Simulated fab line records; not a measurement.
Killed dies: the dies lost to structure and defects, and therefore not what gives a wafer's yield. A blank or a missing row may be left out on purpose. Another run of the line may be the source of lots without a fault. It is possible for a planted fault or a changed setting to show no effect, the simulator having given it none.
fab line records	flow gf180mcu
[record] lots = 5	wafers = 23
route steps=602 shown STI@4 LVPWELL@56 MVPSD@88 VT_IMPLANT@121 POLY_GATE@162 HV_LDD@182
start_h: the number of hours between the record's first day and the start of the first shown wafer of the lot	wait_h: time in hours since the lot's previous step	" as in the row above	L1.1+2: one row covering several wafers at once	- value missing, or start not given	* or withheld: withheld	< > ~ a bound
route shown NAME@n: NAME is a module with steps in the file, n the number in the route of the first one	usual: mean/standard deviation taken from wafers without a fault	same: alike in all rows	chamber/n: place in a boat	sites: each site's reading	_std_site: standard deviation across them	_edge_site: outer sites' mean less inner sites'	radius_mm: how far each site lies from the wafer's centre	mask NAME#n: copy n	behind: the tool/chamber that last shaped the wafer	hold: the reason the lot was held/the length of the hold in hours/how it ended	device: which transistor (n, p or np) failed to switch	end of line: the tests these same wafers got at the end of their route	a step given without rows: its recipe and nothing more	killed: dies that structure and defects cost at the first sort, which is not the same as the wafer's yield	map: dies across one wafer; x = killed, . = not, _ = none there
set.NAME: the run value of the setting; set.NAME@STEP: its run value at that earlier step	model.NAME: the simulator's own value behind a step, which no gauge read
lots run with intentionally changed settings; tables by step, rows by wafer
[[steps]]
[step GF_STI_CVD_03]
[recipe] material = Si3N4	precursor = DCS/NH3	target_thk_nm = 207.16	temp_c = 770	time_s = 3551	pressure_mtorr = 250
lot.wafer	tool	chamber	start_h	wait_h	set.temp_c	model.Si3N4_of_STI_CVD_03.thk_nm
L074.1	-	-	-	0.1	770	206
L074.2	"	-	"	"	770	206.2
L074.3	"	-	"	"	770	203.6
L074.4	"	-	"	"	770	206.4
L074.6	"	-	"	"	770	204.7
L077.1	-	-	-	0.1	754.2	151.7
L077.2	"	-	"	"	754.2	151.4
L077.4	"	-	"	"	754.2	153.1
L077.5	"	-	"	"	754.2	152.8
L077.6	"	-	"	"	754.2	153.5
L081.2	lpcvd-02	0	50.00	0.0	770	206.7
L081.4	"	0	"	"	770	206.8
L081.6	"	0	"	"	770	208.2
L082.1	-	-	-	0.3	770	204.8
L082.3	"	-	"	"	770	204.2
L082.4	"	-	"	"	770	205.5
L082.5	"	-	"	"	770	207.8
L082.6	"	-	"	"	770	204.4
L085.1	-	-	-	0.1	756.7	159
L085.2	"	-	"	"	756.7	157.1
L085.3	"	-	"	"	756.7	155.6
L085.4	"	-	"	"	756.7	156.4
L085.6	"	-	"	"	756.7	155.9
[step GF_STI_THK_MEAS_04]
[recipe] reads = Si3N4_of_STI_CVD_03
[usual] STI_CVD_03_THK = 206.8/1.7
lot.wafer	tool	chamber	start_h	wait_h	set.temp_c@STI_CVD_03	STI_CVD_03_THK[nm]
L074.1	film_metro-04	-	-	-	770	205.9
L074.2	"	-	"	"	770	206.1
L074.3	"	-	"	"	770	203.6
L074.4	"	-	"	"	770	206.5
L074.6	"	-	"	"	770	204.7
L077.1	film_metro-03	-	-	-	754.2	151.8
L077.2	"	-	"	"	754.2	151.4
L077.4	"	-	"	"	754.2	153.1
L077.5	"	-	"	"	754.2	152.8
L077.6	"	-	"	"	754.2	153.5
L081.2	film_metro-03	-	52.00	0.0	770	206.8
L081.4	"	-	"	"	770	206.9
L081.6	"	-	"	"	770	208.1
L082.1	film_metro-03	-	-	-	770	205.0
L082.3	"	-	"	"	770	204.2
L082.4	"	-	"	"	770	205.5
L082.5	"	-	"	"	770	207.8
L082.6	"	-	"	"	770	204.5
L085.1	film_metro-03	-	-	-	756.7	159.0
L085.2	"	-	"	"	756.7	157.1
L085.3	"	-	"	"	756.7	155.7
L085.4	"	-	"	"	756.7	156.4
L085.6	"	-	"	"	756.7	155.7
[step GF_STI_SOFTBAKE_08]
[recipe] temp_c = 130	time_s = 60	resist = KrF
lot.wafer	tool	chamber	start_h	wait_h	set.temp_c
L074.1+2+3+4+6	litho_track-04	0	19.37	0.1	130
L077.1+2+4+5+6	litho_track-03	0	41.46	0.1	130
L081.2+4+6	litho_track-04	0	57.40	0.1	130
L082.1+4+6	litho_track-01	0	66.13	0.1	133.8
L082.3+5	"	0	"	"	130
L085.1+4	litho_track-03	0	78.61	0.1	126.8
L085.2+3+6	"	0	"	"	130
[step GF_STI_EXPOSE_09]
[recipe] mask_id = COMP	target_cd_nm = 220	na = 0.68	source_shape = conventional	sigma_outer = 0.6	dose_mj = 28
[step GF_STI_PEB_10]
[recipe] peb_temp_c = 135	peb_time_s = 90	resist = KrF
[step GF_STI_DEVELOP_11]
[recipe] develop_time_s = 60	dev_temp_c = 21
[step GF_STI_ETCH_13]
[recipe] chemistry = CHF3/O2	stop_on = Si	over_etch_frac = 0.3	target_depth_a = 2823.1	source_w = 623.2	bias_w = 200	pressure_mtorr = 40	chf3_flow_sccm = 50	O2_flow_sccm = 5	time_s = 112.9
[usual] oes_product_au = 0.832/0.0053
lot.wafer	tool	chamber	start_h	wait_h	set.temp_c@STI_CVD_03	oes_product_au
L074.1	rie_diel-01	3	25.09	0.1	770	0.825
L074.2	"	0	"	"	770	0.825
L074.3	"	1	"	"	770	0.827
L074.4	"	2	"	"	770	0.841
L074.6	"	1	"	"	770	0.831
L077.1	rie_diel-04	2	47.40	0.1	754.2	0.705
L077.2	"	3	"	"	754.2	0.708
L077.4	"	1	"	"	754.2	0.706
L077.5	"	0	"	"	754.2	0.713
L077.6	"	3	"	"	754.2	0.723
L081.2	rie_diel-02	3	62.25	0.1	770	0.830
L081.4	"	1	"	"	770	0.824
L081.6	"	3	"	"	770	0.834
L082.1	rie_diel-01	1	72.44	0.1	770	0.825
L082.3	"	0	"	"	770	0.828
L082.4	"	3	"	"	770	0.834
L082.5	"	2	"	"	770	0.829
L082.6	"	3	"	"	770	0.823
L085.1	rie_diel-01	2	85.29	0.1	756.7	0.729
L085.2	"	0	"	"	756.7	0.723
L085.3	"	1	"	"	756.7	0.721
L085.4	"	3	"	"	756.7	0.719
L085.6	"	0	"	"	756.7	0.713
[step GF_LVPWELL_COAT_02]
[recipe] spin_rpm = 2000	resist_thk_nm = 3000
lot.wafer	tool	chamber	start_h	wait_h	set.spin_rpm	model.coat_of_LVPWELL_COAT_02.thk_nm
L074.1	litho_track-04	0	59.12	0.1	2103	2918
L074.2	"	0	"	"	2103	2915
L074.3	"	0	"	"	2103	2914
L074.4	"	0	"	"	2000	2992
L074.6	"	0	"	"	2000	2981
L077.1	litho_track-04	0	94.87	0.1	2048	2977
L077.2	"	0	"	"	2048	2972
L077.4	"	0	"	"	2000	3014
L077.5	"	0	"	"	2048	2974
L077.6	"	0	"	"	2000	3026
L081.2	litho_track-04	0	103.20	0.1	2000	3014
L081.4	"	0	"	"	2000	3011
L081.6	"	0	"	"	2000	3013
L082.1	litho_track-01	0	114.42	0.1	1907	3076
L082.3	"	0	"	"	2000	2999
L082.4	"	0	"	"	1907	3071
L082.5	"	0	"	"	1907	3075
L082.6	"	0	"	"	2000	3009
L085.1	litho_track-04	0	124.92	0.1	2000	3009
L085.2	"	0	"	"	1877	3094
L085.3	"	0	"	"	1877	3100
L085.4	"	0	"	"	2000	2999
L085.6	"	0	"	"	2000	3005
[step GF_LVPWELL_IMPLANT_08]
[recipe] species = B	energy_kev = 170	dose_cm2 = 1.5e+13	tilt_deg = 0
lot.wafer	tool	chamber	start_h	wait_h	set.dose_cm2
L074.1+6	implanter-04	0	65.36	0.0	1.645e+13
L074.2+3+4	"	0	"	"	1.5e+13
L077.1+6	implanter-01	0	101.81	0.0	1.5e+13
L077.2+4+5	"	0	"	"	1.428e+13
L081.2+4+6	implanter-01	0	109.68	0.0	1.5e+13
L082.1+6	implanter-04	0	121.41	0.0	1.316e+13
L082.3+4+5	"	0	"	"	1.5e+13
L085.1+2	implanter-01	0	132.88	0.0	1.68e+13
L085.3+4+6	"	0	"	"	1.5e+13
[step GF_LVPWELL_IMPLANT_09]
[recipe] species = B	energy_kev = 60	dose_cm2 = 5e+12	tilt_deg = 0
[step GF_LVPWELL_STRIP_10]
[recipe] chemistry = O2/N2	power_w = 1400	pressure_mtorr = 1500	platen_temp_c = 250	o2_flow_sccm = 3000	n2_flow_sccm = 300	overash_fraction = 0.5
[usual] strip_time_to_endpoint_s = 36.98/0.15
lot.wafer	tool	chamber	start_h	wait_h	set.spin_rpm@LVPWELL_COAT_02	strip_time_to_endpoint_s
L074.1	plasma_asher-04	1	65.66	0.1	2103	36.02
L074.2	"	0	"	"	2103	35.99
L074.3	"	1	"	"	2103	35.98
L074.4	"	0	"	"	2000	36.86
L074.6	"	0	"	"	2000	36.74
L077.1	plasma_asher-01	0	102.11	0.1	2048	36.67
L077.2	"	1	"	"	2048	36.61
L077.4	"	1	"	"	2000	37.11
L077.5	"	0	"	"	2048	36.64
L077.6	"	1	"	"	2000	37.26
L081.2	plasma_asher-04	0	109.96	0.1	2000	37.11
L081.4	"	0	"	"	2000	37.09
L081.6	"	0	"	"	2000	37.11
L082.1	plasma_asher-04	0	121.71	0.1	1907	37.81
L082.3	"	1	"	"	2000	36.95
L082.4	"	0	"	"	1907	37.75
L082.5	"	0	"	"	1907	37.80
L082.6	"	1	"	"	2000	37.05
L085.1	plasma_asher-02	1	133.18	0.1	2000	37.07
L085.2	"	0	"	"	1877	38.01
L085.3	"	0	"	"	1877	38.09
L085.4	"	1	"	"	2000	36.93
L085.6	"	1	"	"	2000	37.00
[step GF_LVPWELL_TW_MEAS_11]
[usual] LVPWELL_TW = 562/3.3
lot.wafer	tool	chamber	start_h	wait_h	set.dose_cm2@LVPWELL_IMPLANT_08	LVPWELL_TW
L074.1	film_metro-02	-	65.76	0.1	1.645e+13	581
L074.2	"	-	"	"	1.5e+13	562
L074.3	"	-	"	"	1.5e+13	563
L074.4	"	-	"	"	1.5e+13	568
L074.6	"	-	"	"	1.645e+13	578
L077.1	film_metro-01	-	102.21	0.1	1.5e+13	560
L077.2	"	-	"	"	1.428e+13	556
L077.4	"	-	"	"	1.428e+13	555
L077.5	"	-	"	"	1.428e+13	554
L077.6	"	-	"	"	1.5e+13	558
L081.2	film_metro-02	-	110.07	0.1	1.5e+13	563
L081.4	"	-	"	"	1.5e+13	558
L081.6	"	-	"	"	1.5e+13	565
L082.1	film_metro-02	-	121.81	0.1	1.316e+13	545
L082.3	"	-	"	"	1.5e+13	560
L082.4	"	-	"	"	1.5e+13	562
L082.5	"	-	"	"	1.5e+13	563
L082.6	"	-	"	"	1.316e+13	542
L085.1	film_metro-01	-	133.28	0.1	1.68e+13	571
L085.2	"	-	"	"	1.68e+13	570
L085.3	"	-	"	"	1.5e+13	555
L085.4	"	-	"	"	1.5e+13	556
L085.6	"	-	"	"	1.5e+13	556
[step GF_MVPSD_STRIP_10]
[recipe] chemistry = O2/N2	power_w = 1400	pressure_mtorr = 1500	platen_temp_c = 250	o2_flow_sccm = 3000	n2_flow_sccm = 300	overash_fraction = 0.5
[usual] oes_product_au = 0.722/0.0042	strip_time_to_endpoint_s = 36.98/0.099
lot.wafer	tool	chamber	start_h	wait_h	set.pressure_mtorr	oes_product_au	strip_time_to_endpoint_s
L074.1	plasma_asher-04	0	90.53	0.1	1331	0.710	38.51
L074.2	"	1	"	"	1331	0.706	38.43
L074.3	"	1	"	"	1331	0.703	38.46
L074.4	"	0	"	"	1331	0.704	38.46
L074.6	"	1	"	"	1331	0.708	38.52
L077.1	plasma_asher-03	0	131.79	0.1	1612	0.730	36.32
L077.2	"	1	"	"	1612	0.728	36.35
L077.4	"	1	"	"	1612	0.724	36.31
L077.5	"	0	"	"	1612	0.737	36.34
L077.6	"	1	"	"	1612	0.735	36.32
L081.2	plasma_asher-03	1	140.28	0.1	1500	0.721	36.81
L081.4	"	0	"	"	1500	0.727	36.74
L081.6	"	1	"	"	1500	0.720	36.82
L082.1	plasma_asher-04	1	153.91	0.1	1417	0.716	37.60
L082.3	"	0	"	"	1417	0.713	37.65
L082.4	"	1	"	"	1417	0.712	37.71
L082.5	"	1	"	"	1417	0.716	37.69
L082.6	"	0	"	"	1417	0.722	37.70
L085.1	plasma_asher-02	0	165.43	0.1	1598	0.724	36.42
L085.2	"	1	"	"	1598	0.729	36.46
L085.3	"	1	"	"	1598	0.733	36.31
L085.4	"	0	"	"	1598	0.730	36.26
L085.6	"	1	"	"	1598	0.731	36.42
[step GF_VT_IMPLANT_STRIP_31]
[recipe] chemistry = O2/N2	power_w = 1400	pressure_mtorr = 1500	platen_temp_c = 250	o2_flow_sccm = 3000	n2_flow_sccm = 300	overash_fraction = 0.5
[usual] strip_time_to_endpoint_s = 12.643/0.029
lot.wafer	tool	chamber	start_h	wait_h	set.pressure_mtorr	strip_time_to_endpoint_s
L074.1	plasma_asher-03	0	133.11	0.1	1577	12.488
L074.2	"	1	"	"	1577	12.487
L074.3	"	1	"	"	1577	12.441
L074.4	"	0	"	"	1577	12.479
L074.6	"	1	"	"	1577	12.479
L077.1	plasma_asher-02	1	179.33	0.1	1440	12.781
L077.2	"	0	"	"	1440	12.758
L077.4	"	0	"	"	1440	12.736
L077.5	"	0	"	"	1440	12.769
L077.6	"	1	"	"	1440	12.707
L081.2	plasma_asher-02	1	188.96	0.1	1500	12.691
L081.4	"	1	"	"	1500	12.663
L081.6	"	0	"	"	1500	12.638
L082.1	plasma_asher-01	0	203.73	0.1	1500	12.693
L082.3	"	0	"	"	1500	12.682
L082.4	"	1	"	"	1500	12.663
L082.5	"	1	"	"	1500	12.689
L082.6	"	0	"	"	1500	12.669
L085.1	plasma_asher-01	1	215.76	0.1	1500	12.617
L085.2	"	0	"	"	1500	12.621
L085.3	"	1	"	"	1500	12.601
L085.4	"	0	"	"	1500	12.638
L085.6	"	1	"	"	1500	12.590
[step GF_POLY_GATE_COAT_05]
[recipe] resist = KrF	spin_rpm = withheld	resist_thk_nm = 700
lot.wafer	tool	chamber	start_h	wait_h	set.resist_thk_nm	model.KrF_of_POLY_GATE_COAT_05.thk_nm
L074.1	litho_track-01	0	-	-	700	700.3
L074.2	"	0	"	"	700	703.5
L074.3	"	0	"	"	700	699.6
L074.4	"	0	"	"	700	700.1
L074.6	"	0	"	"	700	702.1
L077.1	litho_track-04	0	-	-	681.9	682.4
L077.2	"	0	"	"	681.9	685.5
L077.4	"	0	"	"	681.9	683.9
L077.5	"	0	"	"	700	702.2
L077.6	"	0	"	"	700	703.1
L081.2	litho_track-04	0	-	-	700	701.7
L081.4	"	0	"	"	700	703.6
L081.6	"	0	"	"	700	701.5
L082.1	litho_track-04	0	-	-	700	702.3
L082.3	"	0	"	"	737.7	736.7
L082.4	"	0	"	"	737.7	737.4
L082.5	"	0	"	"	700	703
L082.6	"	0	"	"	737.7	738.3
L085.1	litho_track-04	0	-	-	725.2	726.7
L085.2	"	0	"	"	725.2	728.3
L085.3	"	0	"	"	725.2	728.7
L085.4	"	0	"	"	700	703.8
L085.6	"	0	"	"	700	702.2
[step GF_HV_LDD_DEVELOP_06]
[recipe] develop_time_s = 60	dev_temp_c = 23
lot.wafer	tool	chamber	start_h	wait_h	set.dev_temp_c
L074.1+2	litho_track-01	0	204.57	0.1	24.2
L074.3+4+6	"	0	"	"	23
L077.1+4+5	litho_track-03	0	257.15	0.1	25.28
L077.2+6	"	0	"	"	23
L081.2+4+6	litho_track-01	0	272.00	0.1	23
L082.1+4+6	litho_track-01	0	293.12	0.1	23
L082.3+5	"	0	"	"	21.37
L085.1+4	litho_track-03	0	303.20	0.1	23
L085.2+3+6	"	0	"	"	25.68
[step GF_HV_LDD_CD_MEAS_07]
[recipe] target_cd_nm = 400
[usual] cd_nm = 400.7/1.6
lot.wafer	tool	chamber	start_h	wait_h	set.dev_temp_c@HV_LDD_DEVELOP_06	cd_nm
L074.1	cd_sem-01	-	204.72	0.1	24.2	395.5
L074.2	"	-	"	"	24.2	397.9
L074.3	"	-	"	"	23	400.7
L074.4	"	-	"	"	23	400.3
L074.6	"	-	"	"	23	399.0
L077.1	cd_sem-01	-	257.30	0.1	25.28	391.9
L077.2	"	-	"	"	23	400.3
L077.4	"	-	"	"	25.28	392.6
L077.5	"	-	"	"	25.28	391.3
L077.6	"	-	"	"	23	402.3
L081.2	cd_sem-01	-	272.14	0.1	23	402.5
L081.4	"	-	"	"	23	402.3
L081.6	"	-	"	"	23	402.3
L082.1	cd_sem-02	-	293.27	0.1	23	402.3
L082.3	"	-	"	"	21.37	406.7
L082.4	"	-	"	"	23	400.0
L082.5	"	-	"	"	21.37	403.9
L082.6	"	-	"	"	23	398.8
L085.1	cd_sem-02	-	303.35	0.1	23	399.0
L085.2	"	-	"	"	25.68	390.0
L085.3	"	-	"	"	25.68	390.2
L085.4	"	-	"	"	23	400.7
L085.6	"	-	"	"	25.68	388.6
[step GF_HV_LDD_EXPOSE_16]
[recipe] mask_id = Pplus_LV_AREA	target_cd_nm = 400	na = 0.6	source_shape = conventional	sigma_outer = 0.6	dose_mj = 140
lot.wafer	tool	chamber	start_h	wait_h	mask	set.dose_mj
L074.1+3+6	iline_stepper-02	0	-	-	Pplus_LV_AREA#0	149.4
L074.2+4	"	0	"	"	Pplus_LV_AREA#0	140
L077.1+6	iline_stepper-02	0	-	-	Pplus_LV_AREA#0	140
L077.2+4+5	"	0	"	"	Pplus_LV_AREA#0	145
L081.2+4+6	iline_stepper-02	0	-	-	Pplus_LV_AREA#0	140
L082.1+3+5	iline_stepper-01	0	-	-	Pplus_LV_AREA#0	140
L082.4+6	"	0	"	"	Pplus_LV_AREA#0	150.2
L085.1+2+3+4+6	iline_stepper-02	0	-	-	Pplus_LV_AREA#0	140
[step GF_HV_LDD_DEVELOP_18]
[recipe] develop_time_s = 60	dev_temp_c = 23
lot.wafer	tool	chamber	start_h	wait_h	set.develop_time_s
L074.1+3	litho_track-01	0	222.37	0.1	60
L074.2+4+6	"	0	"	"	56.38
L077.1+5	litho_track-01	0	275.32	0.1	60
L077.2+4+6	"	0	"	"	54.03
L081.2+4+6	litho_track-01	0	290.10	0.1	60
L082.1+6	litho_track-03	0	312.90	0.1	52.32
L082.3+4+5	"	0	"	"	60
L085.1+4+6	litho_track-03	0	323.35	0.1	60
L085.2+3	"	0	"	"	68.04
[step GF_HV_LDD_CD_MEAS_19]
[recipe] target_cd_nm = 400
[usual] cd_nm = 400.8/2.5
lot.wafer	tool	chamber	start_h	wait_h	set.dose_mj@HV_LDD_EXPOSE_16	set.develop_time_s@HV_LDD_DEVELOP_18	cd_nm
L074.1	cd_sem-02	-	222.52	0.1	149.4	60	423.8
L074.2	"	-	"	"	140	56.38	397.7
L074.3	"	-	"	"	149.4	60	423.0
L074.4	"	-	"	"	140	56.38	400.1
L074.6	"	-	"	"	149.4	56.38	414.9
L077.1	cd_sem-02	-	275.47	0.1	140	60	399.4
L077.2	"	-	"	"	145	54.03	394.9
L077.4	"	-	"	"	145	54.03	396.9
L077.5	"	-	"	"	145	60	405.9
L077.6	"	-	"	"	140	54.03	386.7
L081.2	cd_sem-02	-	290.24	0.1	140	60	399.0
L081.4	"	-	"	"	140	60	399.3
L081.6	"	-	"	"	140	60	400.3
L082.1	cd_sem-01	-	313.05	0.1	140	52.32	382.6
L082.3	"	-	"	"	140	60	398.1
L082.4	"	-	"	"	150.2	60	417.0
L082.5	"	-	"	"	140	60	397.9
L082.6	"	-	"	"	150.2	52.32	403.9
L085.1	cd_sem-01	-	323.50	0.1	140	60	400.8
L085.2	"	-	"	"	140	68.04	411.2
L085.3	"	-	"	"	140	68.04	412.3
L085.4	"	-	"	"	140	60	400.4
L085.6	"	-	"	"	140	60	401.6
[step GF_HV_LDD_DEVELOP_30]
[recipe] develop_time_s = 60	dev_temp_c = 23
lot.wafer	tool	chamber	start_h	wait_h	set.develop_time_s
L074.1+4+6	litho_track-02	0	241.09	0.1	54.34
L074.2+3	"	0	"	"	60
L077.1+2	litho_track-02	0	293.99	0.1	67.7
L077.4+5+6	"	0	"	"	60
L081.2+4+6	litho_track-02	0	309.27	0.1	60
L082.1+3+4	litho_track-01	0	332.77	0.1	67.22
L082.5+6	"	0	"	"	60
L085.1+6	litho_track-02	0	343.04	0.1	54.72
L085.2+3+4	"	0	"	"	60
[step GF_HV_LDD_CD_MEAS_31]
[recipe] target_cd_nm = 400
[usual] cd_nm = 400.5/2.4
lot.wafer	tool	chamber	start_h	wait_h	set.develop_time_s@HV_LDD_DEVELOP_30	cd_nm
L074.1	cd_sem-02	-	241.24	0.1	54.34	386.9
L074.2	"	-	"	"	60	398.0
L074.3	"	-	"	"	60	396.8
L074.4	"	-	"	"	54.34	389.7
L074.6	"	-	"	"	54.34	388.0
L077.1	cd_sem-01	-	294.14	0.1	67.7	409.5
L077.2	"	-	"	"	67.7	411.8
L077.4	"	-	"	"	60	397.9
L077.5	"	-	"	"	60	396.7
L077.6	"	-	"	"	60	398.0
L081.2	cd_sem-02	-	309.41	0.1	60	398.2
L081.4	"	-	"	"	60	400.6
L081.6	"	-	"	"	60	398.8
L082.1	cd_sem-02	-	332.92	0.1	67.22	410.4
L082.3	"	-	"	"	67.22	407.5
L082.4	"	-	"	"	67.22	407.6
L082.5	"	-	"	"	60	399.7
L082.6	"	-	"	"	60	397.1
L085.1	cd_sem-01	-	343.19	0.1	54.72	392.6
L085.2	"	-	"	"	60	402.9
L085.3	"	-	"	"	60	399.9
L085.4	"	-	"	"	60	401.4
L085.6	"	-	"	"	54.72	391.0
[step GF_HV_LDD_STRIP_49]
[recipe] chemistry = O2/N2	power_w = 1400	pressure_mtorr = 1500	platen_temp_c = 250	o2_flow_sccm = 3000	n2_flow_sccm = 300	overash_fraction = 0.5
[usual] strip_time_to_endpoint_s = 12.62/0.047
lot.wafer	tool	chamber	start_h	wait_h	set.o2_flow_sccm	strip_time_to_endpoint_s
L074.1	plasma_asher-02	0	259.81	0.1	2789	12.76
L074.2	"	1	"	"	3000	12.73
L074.3	"	1	"	"	2789	12.81
L074.4	"	0	"	"	3000	12.72
L074.6	"	1	"	"	2789	12.79
L077.1	plasma_asher-03	0	314.18	0.1	3000	12.62
L077.2	"	1	"	"	3000	12.62
L077.4	"	1	"	"	3293	12.52
L077.5	"	1	"	"	3000	12.59
L077.6	"	0	"	"	3293	12.52
L081.2	plasma_asher-04	0	329.10	0.1	3000	12.62
L081.4	"	0	"	"	3000	12.59
L081.6	"	1	"	"	3000	12.63
L082.1	plasma_asher-04	0	354.53	0.1	2569	12.68
L082.3	"	0	"	"	3000	12.60
L082.4	"	1	"	"	2569	12.73
L082.5	"	1	"	"	3000	12.64
L082.6	"	0	"	"	3000	12.61
L085.1	plasma_asher-03	0	366.26	0.1	3000	12.60
L085.2	"	1	"	"	3000	12.60
L085.3	"	1	"	"	3000	12.61
L085.4	"	0	"	"	3120	12.59
L085.6	"	1	"	"	3120	12.61
[[key]]
[split] step = GF_STI_CVD_03	setting = temp_c	stated = 770	by = lot
[response] step = GF_STI_CVD_03	reading = model.Si3N4_of_STI_CVD_03.thk_nm	change = +26.9	per = 1%	r = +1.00
[response] step = GF_STI_THK_MEAS_04	reading = STI_CVD_03_THK	change = +26.9	per = 1%	r = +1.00
[response] step = GF_STI_ETCH_13	reading = oes_product_au	change = +0.0593	per = 1%	r = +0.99
[split] step = GF_STI_SOFTBAKE_08	setting = temp_c	stated = 130	by = wafer
response none clear
[split] step = GF_LVPWELL_COAT_02	setting = spin_rpm	stated = 2000	by = wafer
[response] step = GF_LVPWELL_COAT_02	reading = model.coat_of_LVPWELL_COAT_02.thk_nm	change = -14.9	per = 1%	r = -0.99
[response] step = GF_LVPWELL_STRIP_10	reading = strip_time_to_endpoint_s	change = *	per = 1%	r = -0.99
[split] step = GF_LVPWELL_IMPLANT_08	setting = dose_cm2	stated = 1.5e+13	by = wafer
[response] step = GF_LVPWELL_TW_MEAS_11	reading = LVPWELL_TW	change = +1.38	per = 1%	r = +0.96
[split] step = GF_MVPSD_STRIP_10	setting = pressure_mtorr	stated = 1500	by = lot
[response] step = GF_MVPSD_STRIP_10	reading = oes_product_au	change = +0.00127	per = 1%	r = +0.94
[response] step = GF_MVPSD_STRIP_10	reading = strip_time_to_endpoint_s	change = *	per = 1%	r = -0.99
[split] step = GF_VT_IMPLANT_STRIP_31	setting = pressure_mtorr	stated = 1500	by = lot
[response] step = GF_VT_IMPLANT_STRIP_31	reading = strip_time_to_endpoint_s	change = *	per = 1%	r = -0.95
[split] step = GF_POLY_GATE_COAT_05	setting = resist_thk_nm	stated = 700	by = wafer
[response] step = GF_POLY_GATE_COAT_05	reading = model.KrF_of_POLY_GATE_COAT_05.thk_nm	change = +6.69	per = 1%	r = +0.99
[split] step = GF_HV_LDD_DEVELOP_06	setting = dev_temp_c	stated = 23	by = wafer
[response] step = GF_HV_LDD_CD_MEAS_07	reading = cd_nm	change = -0.851	per = 1%	r = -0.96
[split] step = GF_HV_LDD_EXPOSE_16	setting = dose_mj	stated = 140	by = wafer
[response] step = GF_HV_LDD_CD_MEAS_19	reading = cd_nm	slope = +2.61	per = 1%	together_with = develop_time_s@HV_LDD_DEVELOP_18	explained = 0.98
[split] step = GF_HV_LDD_DEVELOP_18	setting = develop_time_s	stated = 60	by = wafer
[response] step = GF_HV_LDD_CD_MEAS_19	reading = cd_nm	slope = +1.01	per = 1%	together_with = dose_mj@HV_LDD_EXPOSE_16	explained = 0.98
[split] step = GF_HV_LDD_DEVELOP_30	setting = develop_time_s	stated = 60	by = wafer
[response] step = GF_HV_LDD_CD_MEAS_31	reading = cd_nm	change = +0.968	per = 1%	r = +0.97
[split] step = GF_HV_LDD_STRIP_49	setting = o2_flow_sccm	stated = 3000	by = wafer
[response] step = GF_HV_LDD_STRIP_49	reading = strip_time_to_endpoint_s	change = *	per = 1%	r = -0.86
